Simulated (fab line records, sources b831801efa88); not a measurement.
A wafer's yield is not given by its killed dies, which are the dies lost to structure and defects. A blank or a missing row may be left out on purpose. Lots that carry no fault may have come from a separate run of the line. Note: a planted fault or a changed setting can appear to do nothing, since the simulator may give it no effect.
Which tool did it? / flow sky130 / 72 wafers from 24 lots sampled at 5 of the route's 708 steps

WHAT THE GAUGES SHOWED, per wafer
SKY_LI_CONTACT_CD_MEAS_12: the cd target is 170 nm.
lot=L075; measured=day 28 21:28; on=cdSem-01; cdNm (nm)=167.9 167.2 167.4
lot=L074; measured=day 28 22:43; on=cdSem-02; cdNm (nm)=169.6 169.0 169.4
lot=L076; measured=day 30 17:27; on=cdSem-02; cdNm (nm)=171.2 169.6 170.3
lot=L077; measured=day 30 18:37; on=cdSem-02; cdNm (nm)=169.6 169.7 169.3
lot=L078; measured=day 34 03:24; on=cdSem-02; cdNm (nm)=170.5 170.6 172.4
lot=L079; measured=day 34 05:37; on=cdSem-02; cdNm (nm)=167.5 168.7 168.1
lot=L080; measured=day 34 06:47; on=cdSem-01; cdNm (nm)=170.7 170.5 169.1
lot=L083; measured=day 34 08:00; on=cdSem-02; cdNm (nm)=171.5 169.6 170.0
lot=L085; measured=day 34 08:11; on=cdSem-02; cdNm (nm)=171.8 170.6 170.0
lot=L081; measured=day 34 09:06; on=cdSem-01; cdNm (nm)=170.5 170.7 169.2
lot=L084; measured=day 34 10:05; on=cdSem-02; cdNm (nm)=168.5 168.5 167.1
lot=L082; measured=day 34 11:00; on=cdSem-02; cdNm (nm)=168.2 167.3 170.0
lot=L086; measured=day 34 12:55; on=cdSem-02; cdNm (nm)=173.1 173.0 173.5
lot=L088; measured=day 34 16:14; on=cdSem-01; cdNm (nm)=171.0 169.7 169.4
lot=L087; measured=day 34 17:33; on=cdSem-01; cdNm (nm)=172.0 170.7 171.5
lot=L089; measured=day 34 18:22; on=cdSem-01; cdNm (nm)=173.9 172.7 173.1
lot=L090; measured=day 34 19:04; on=cdSem-01; cdNm (nm)=170.3 171.0 170.9
lot=L091; measured=day 34 19:25; on=cdSem-02; cdNm (nm)=169.2 169.1 169.4
lot=L092; measured=day 34 20:36; on=cdSem-01; cdNm (nm)=171.9 171.4 170.2
lot=L093; measured=day 35 05:01; on=cdSem-02; cdNm (nm)=168.5 168.8 168.8
lot=L094; measured=day 35 07:27; on=cdSem-02; cdNm (nm)=171.3 171.9 171.3
lot=L095; measured=day 35 11:06; on=cdSem-01; cdNm (nm)=171.1 170.1 171.4
lot=L096; measured=day 35 18:58; on=cdSem-02; cdNm (nm)=170.3 171.8 171.4
lot=L097; measured=day 36 08:32; on=cdSem-02; cdNm (nm)=171.6 170.7 170.7

SKY_LOCAL_INTERCONNECT_THK_MEAS_02: measures by xrf.
lot=L075; measured=day 28 22:58; on=filmMetro-01; LOCAL_INTERCONNECT_TIN_THK (nm)=101.2 98.2 98.0
lot=L074; measured=day 29 00:16; on=filmMetro-04; LOCAL_INTERCONNECT_TIN_THK (nm)=103.0 101.4 102.5
lot=L076; measured=day 30 18:57; on=filmMetro-01; LOCAL_INTERCONNECT_TIN_THK (nm)=101.0 99.1 99.6
lot=L077; measured=day 30 20:08; on=filmMetro-02; LOCAL_INTERCONNECT_TIN_THK (nm)=102.1 102.9 101.6
lot=L078; measured=day 34 04:54; on=filmMetro-04; LOCAL_INTERCONNECT_TIN_THK (nm)=100.6 100.2 102.1
lot=L079; measured=day 34 07:11; on=filmMetro-01; LOCAL_INTERCONNECT_TIN_THK (nm)=100.9 101.6 100.6
lot=L080; measured=day 34 08:19; on=filmMetro-01; LOCAL_INTERCONNECT_TIN_THK (nm)=99.2 98.4 98.4
lot=L083; measured=day 34 09:31; on=filmMetro-01; LOCAL_INTERCONNECT_TIN_THK (nm)=100.3 97.2 100.7
lot=L085; measured=day 34 09:50; on=filmMetro-02; LOCAL_INTERCONNECT_TIN_THK (nm)=101.0 101.2 101.1
lot=L081; measured=day 34 10:36; on=filmMetro-01; LOCAL_INTERCONNECT_TIN_THK (nm)=99.0 101.4 100.4
lot=L084; measured=day 34 11:35; on=filmMetro-02; LOCAL_INTERCONNECT_TIN_THK (nm)=102.4 103.8 101.2
lot=L082; measured=day 34 12:31; on=filmMetro-02; LOCAL_INTERCONNECT_TIN_THK (nm)=101.3 101.8 98.6
lot=L086; measured=day 34 14:25; on=filmMetro-02; LOCAL_INTERCONNECT_TIN_THK (nm)=101.5 103.8 101.7
lot=L088; measured=day 34 17:44; on=filmMetro-04; LOCAL_INTERCONNECT_TIN_THK (nm)=101.7 99.2 98.9
lot=L087; measured=day 34 19:04; on=filmMetro-02; LOCAL_INTERCONNECT_TIN_THK (nm)=101.6 103.5 100.9
lot=L089; measured=day 34 19:53; on=filmMetro-01; LOCAL_INTERCONNECT_TIN_THK (nm)=100.6 98.3 98.1
lot=L090; measured=day 34 20:34; on=filmMetro-01; LOCAL_INTERCONNECT_TIN_THK (nm)=98.9 98.7 101.0
lot=L091; measured=day 34 20:55; on=filmMetro-01; LOCAL_INTERCONNECT_TIN_THK (nm)=99.4 99.8 100.6
lot=L092; measured=day 34 22:06; on=filmMetro-04; LOCAL_INTERCONNECT_TIN_THK (nm)=97.7 98.5 99.7
lot=L093; measured=day 35 06:31; on=filmMetro-01; LOCAL_INTERCONNECT_TIN_THK (nm)=101.5 101.8 100.2
lot=L094; measured=day 35 08:58; on=filmMetro-01; LOCAL_INTERCONNECT_TIN_THK (nm)=99.1 98.9 98.7
lot=L095; measured=day 35 12:37; on=filmMetro-02; LOCAL_INTERCONNECT_TIN_THK (nm)=100.1 97.5 100.0
lot=L096; measured=day 35 20:29; on=filmMetro-04; LOCAL_INTERCONNECT_TIN_THK (nm)=100.6 99.2 100.0
lot=L097; measured=day 36 10:01; on=filmMetro-01; LOCAL_INTERCONNECT_TIN_THK (nm)=101.6 99.4 100.8

SKY_VIA1_BOW_MEAS_03.
lot=L075; measured=day 32 16:01; on=filmMetro-03; VIA1_BOW (um)=76 84 71
lot=L074; measured=day 32 16:21; on=filmMetro-04; VIA1_BOW (um)=79 76 89
lot=L076; measured=day 34 10:21; on=filmMetro-04; VIA1_BOW (um)=77 81 77
lot=L077; measured=day 34 10:55; on=filmMetro-03; VIA1_BOW (um)=76 84 72
lot=L078; measured=day 37 16:20; on=filmMetro-02; VIA1_BOW (um)=75 70 88
lot=L079; measured=day 37 17:30; on=filmMetro-03; VIA1_BOW (um)=69 94 88
lot=L080; measured=day 37 18:22; on=filmMetro-02; VIA1_BOW (um)=83 78 71
lot=L083; measured=day 37 19:17; on=filmMetro-04; VIA1_BOW (um)=87 80 78
lot=L085; measured=day 37 19:41; on=filmMetro-02; VIA1_BOW (um)=88 91 88
lot=L081; measured=day 37 21:02; on=filmMetro-03; VIA1_BOW (um)=76 92 95
lot=L084; measured=day 37 21:22; on=filmMetro-03; VIA1_BOW (um)=79 82 75
lot=L082; measured=day 37 21:40; on=filmMetro-02; VIA1_BOW (um)=75 87 78
lot=L086; measured=day 38 00:17; on=filmMetro-02; VIA1_BOW (um)=77 54 81
lot=L088; measured=day 38 03:00; on=filmMetro-03; VIA1_BOW (um)=75 70 72
lot=L087; measured=day 38 04:17; on=filmMetro-04; VIA1_BOW (um)=80 77 80
lot=L089; measured=day 38 04:50; on=filmMetro-04; VIA1_BOW (um)=81 82 73
lot=L090; measured=day 38 06:32; on=filmMetro-03; VIA1_BOW (um)=85 86 79
lot=L091; measured=day 38 06:40; on=filmMetro-02; VIA1_BOW (um)=76 70 81
lot=L092; measured=day 38 08:03; on=filmMetro-02; VIA1_BOW (um)=79 83 78
lot=L093; measured=day 38 16:37; on=filmMetro-04; VIA1_BOW (um)=87 88 80
lot=L094; measured=day 38 18:26; on=filmMetro-04; VIA1_BOW (um)=75 76 85
lot=L095; measured=day 38 21:43; on=filmMetro-04; VIA1_BOW (um)=77 79 81
lot=L096; measured=day 39 04:41; on=filmMetro-02; VIA1_BOW (um)=90 80 82
lot=L097; measured=day 39 22:47; on=filmMetro-04; VIA1_BOW (um)=79 76 86

EACH LOT AND THE TOOL THAT RAN IT (in order: tool; ch and the chambers of the sampled wafers; start)
lot=L075; SKY_SD_N_RTA_14=rtpAnneal-01 ch 0, day 27 16:56; SKY_LI_CONTACT_SPUTTER_20=pvdSputter-01, day 28 22:07
lot=L074; SKY_SD_N_RTA_14=rtpAnneal-02 ch 0, day 27 17:58; SKY_LI_CONTACT_SPUTTER_20=pvdSputter-01, day 28 23:22
lot=L076; SKY_SD_N_RTA_14=rtpAnneal-01 ch 0, day 29 12:01; SKY_LI_CONTACT_SPUTTER_20=pvdSputter-02, day 30 18:06
lot=L077; SKY_SD_N_RTA_14=rtpAnneal-02 ch 0, day 29 13:28; SKY_LI_CONTACT_SPUTTER_20=pvdSputter-01, day 30 19:17
lot=L078; SKY_SD_N_RTA_14=rtpAnneal-01 ch 0, day 32 23:52; SKY_LI_CONTACT_SPUTTER_20=pvdSputter-02, day 34 04:03
lot=L079; SKY_SD_N_RTA_14=rtpAnneal-02 ch 0, day 33 01:55; SKY_LI_CONTACT_SPUTTER_20=pvdSputter-01, day 34 06:16
lot=L080; SKY_SD_N_RTA_14=rtpAnneal-01 ch 0, day 33 02:52; SKY_LI_CONTACT_SPUTTER_20=pvdSputter-01, day 34 07:27
lot=L083; SKY_SD_N_RTA_14=rtpAnneal-02 ch 0, day 33 04:13; SKY_LI_CONTACT_SPUTTER_20=pvdSputter-03, day 34 08:40
lot=L085; SKY_SD_N_RTA_14=rtpAnneal-01 ch 0, day 33 04:26; SKY_LI_CONTACT_SPUTTER_20=pvdSputter-02, day 34 08:49
lot=L081; SKY_SD_N_RTA_14=rtpAnneal-02 ch 0, day 33 04:44; SKY_LI_CONTACT_SPUTTER_20=pvdSputter-03, day 34 09:45
lot=L084; SKY_SD_N_RTA_14=rtpAnneal-01 ch 0, day 33 06:26; SKY_LI_CONTACT_SPUTTER_20=pvdSputter-02, day 34 10:44
lot=L082; SKY_SD_N_RTA_14=rtpAnneal-02 ch 0, day 33 06:43; SKY_LI_CONTACT_SPUTTER_20=pvdSputter-03, day 34 11:40
lot=L086; SKY_SD_N_RTA_14=rtpAnneal-01 ch 0, day 33 07:52; SKY_LI_CONTACT_SPUTTER_20=pvdSputter-02, day 34 13:34
lot=L088; SKY_SD_N_RTA_14=rtpAnneal-02 ch 0, day 33 12:29; SKY_LI_CONTACT_SPUTTER_20=pvdSputter-01, day 34 16:52
lot=L087; SKY_SD_N_RTA_14=rtpAnneal-01 ch 0, day 33 13:16; SKY_LI_CONTACT_SPUTTER_20=pvdSputter-03, day 34 18:13
lot=L089; SKY_SD_N_RTA_14=rtpAnneal-02 ch 0, day 33 13:31; SKY_LI_CONTACT_SPUTTER_20=pvdSputter-02, day 34 19:02
lot=L090; SKY_SD_N_RTA_14=rtpAnneal-01 ch 0, day 33 15:13; SKY_LI_CONTACT_SPUTTER_20=pvdSputter-03, day 34 19:43
lot=L091; SKY_SD_N_RTA_14=rtpAnneal-02 ch 0, day 33 15:25; SKY_LI_CONTACT_SPUTTER_20=pvdSputter-02, day 34 20:04
lot=L092; SKY_SD_N_RTA_14=rtpAnneal-01 ch 0, day 33 17:13; SKY_LI_CONTACT_SPUTTER_20=pvdSputter-02, day 34 21:15
lot=L093; SKY_SD_N_RTA_14=rtpAnneal-02 ch 0, day 34 01:25; SKY_LI_CONTACT_SPUTTER_20=pvdSputter-01, day 35 05:40
lot=L094; SKY_SD_N_RTA_14=rtpAnneal-01 ch 0, day 34 04:52; SKY_LI_CONTACT_SPUTTER_20=pvdSputter-01, day 35 08:07
lot=L095; SKY_SD_N_RTA_14=rtpAnneal-02 ch 0, day 34 08:19; SKY_LI_CONTACT_SPUTTER_20=pvdSputter-02, day 35 11:46
lot=L096; SKY_SD_N_RTA_14=rtpAnneal-01 ch 0, day 34 15:44; SKY_LI_CONTACT_SPUTTER_20=pvdSputter-01, day 35 19:37
lot=L097; SKY_SD_N_RTA_14=rtpAnneal-02 ch 0, day 35 04:49; SKY_LI_CONTACT_SPUTTER_20=pvdSputter-01, day 36 09:09
- SKY_SD_N_RTA_14: time 2 s.
- SKY_LI_CONTACT_SPUTTER_20: material TiN, target thk 20 nm, time 80 s.

WHAT THE TOOLS THEMSELVES READ (means of the sampled wafers that have a number; where no wafer has one, the mark that the record gives instead)
SKY_SD_N_RTA_14.
lot=L075; tool=rtpAnneal-01; lampPowerPct (%)=15.75; wafer_temp_C_max=1077.8
lot=L074; tool=rtpAnneal-02; lampPowerPct (%)=15.73; wafer_temp_C_max=1076.9
lot=L076; tool=rtpAnneal-01; lampPowerPct (%)=15.68; wafer_temp_C_max=1078.4
lot=L077; tool=rtpAnneal-02; lampPowerPct (%)=15.68; wafer_temp_C_max=1078.1
lot=L078; tool=rtpAnneal-01; lampPowerPct (%)=15.71; wafer_temp_C_max=1077.1
lot=L079; tool=rtpAnneal-02; lampPowerPct (%)=15.73; wafer_temp_C_max=1078.8
lot=L080; tool=rtpAnneal-01; lampPowerPct (%)=15.71; wafer_temp_C_max=1078.0
lot=L083; tool=rtpAnneal-02; lampPowerPct (%)=15.74; wafer_temp_C_max=1077.5
lot=L085; tool=rtpAnneal-01; lampPowerPct (%)=15.70; wafer_temp_C_max=1078.5
lot=L081; tool=rtpAnneal-02; lampPowerPct (%)=15.69; wafer_temp_C_max=1077.9
lot=L084; tool=rtpAnneal-01; lampPowerPct (%)=15.72; wafer_temp_C_max=1077.4
lot=L082; tool=rtpAnneal-02; lampPowerPct (%)=15.69; wafer_temp_C_max=1078.9
lot=L086; tool=rtpAnneal-01; lampPowerPct (%)=15.68; wafer_temp_C_max=1079.0
lot=L088; tool=rtpAnneal-02; lampPowerPct (%)=15.71; wafer_temp_C_max=1078.4
lot=L087; tool=rtpAnneal-01; lampPowerPct (%)=15.69; wafer_temp_C_max=1077.6
lot=L089; tool=rtpAnneal-02; lampPowerPct (%)=15.68; wafer_temp_C_max=1077.4
lot=L090; tool=rtpAnneal-01; lampPowerPct (%)=15.75; wafer_temp_C_max=1076.7
lot=L091; tool=rtpAnneal-02; lampPowerPct (%)=15.77; wafer_temp_C_max=1076.7
lot=L092; tool=rtpAnneal-01; lampPowerPct (%)=15.75; wafer_temp_C_max=1077.4
lot=L093; tool=rtpAnneal-02; lampPowerPct (%)=15.76; wafer_temp_C_max=1079.8
lot=L094; tool=rtpAnneal-01; lampPowerPct (%)=15.74; wafer_temp_C_max=1078.8
lot=L095; tool=rtpAnneal-02; lampPowerPct (%)=15.75; wafer_temp_C_max=1077.9
lot=L096; tool=rtpAnneal-01; lampPowerPct (%)=15.73; wafer_temp_C_max=1077.5
lot=L097; tool=rtpAnneal-02; lampPowerPct (%)=15.73; wafer_temp_C_max=1077.0

SKY_LI_CONTACT_SPUTTER_20.
lot=L075; tool=pvdSputter-01; throttleValvePct (%)=29.4
lot=L074; tool=pvdSputter-01; throttleValvePct (%)=28.7
lot=L076; tool=pvdSputter-02; throttleValvePct (%)=30.1
lot=L077; tool=pvdSputter-01; throttleValvePct (%)=29.3
lot=L078; tool=pvdSputter-02; throttleValvePct (%)=30.1
lot=L079; tool=pvdSputter-01; throttleValvePct (%)=29.4
lot=L080; tool=pvdSputter-01; throttleValvePct (%)=29.3
lot=L083; tool=pvdSputter-03; throttleValvePct (%)=31.4
lot=L085; tool=pvdSputter-02; throttleValvePct (%)=29.9
lot=L081; tool=pvdSputter-03; throttleValvePct (%)=30.8
lot=L084; tool=pvdSputter-02; throttleValvePct (%)=30.1
lot=L082; tool=pvdSputter-03; throttleValvePct (%)=31.5
lot=L086; tool=pvdSputter-02; throttleValvePct (%)=30.0
lot=L088; tool=pvdSputter-01; throttleValvePct (%)=29.3
lot=L087; tool=pvdSputter-03; throttleValvePct (%)=30.8
lot=L089; tool=pvdSputter-02; throttleValvePct (%)=30.9
lot=L090; tool=pvdSputter-03; throttleValvePct (%)=30.9
lot=L091; tool=pvdSputter-02; throttleValvePct (%)=30.3
lot=L092; tool=pvdSputter-02; throttleValvePct (%)=30.0
lot=L093; tool=pvdSputter-01; throttleValvePct (%)=29.2
lot=L094; tool=pvdSputter-01; throttleValvePct (%)=29.1
lot=L095; tool=pvdSputter-02; throttleValvePct (%)=30.2
lot=L096; tool=pvdSputter-01; throttleValvePct (%)=29.4
lot=L097; tool=pvdSputter-01; throttleValvePct (%)=29.1

THE ANSWER, worked out from the rows above alone
Rule: the usual values come from the lots themselves. The widest of any qualifying gaps counts: lots, ordered by their means at a reading, are off when they make up no more than a third of the lots, leave a main group of 4 or more, and stand apart from it by 3 or more times the standard deviation of that group's means. Not used: any main group whose means are identical at the precision the tables above print for the reading. Also off: a lot with no number at a reading for which 4 or more lots have one. All remaining lots with rows at the step are treated as sound. After the gauges, taken in route order, come the tools' own readings; for these a lot's mean is taken, as printed above. At the first step where some lot is off, the reading lying furthest off is the one used; lots without a number count as furthest.
Nothing can be told from this: no lot is off at any reading shown.

WHAT THE SIMULATOR HAD INSERTED
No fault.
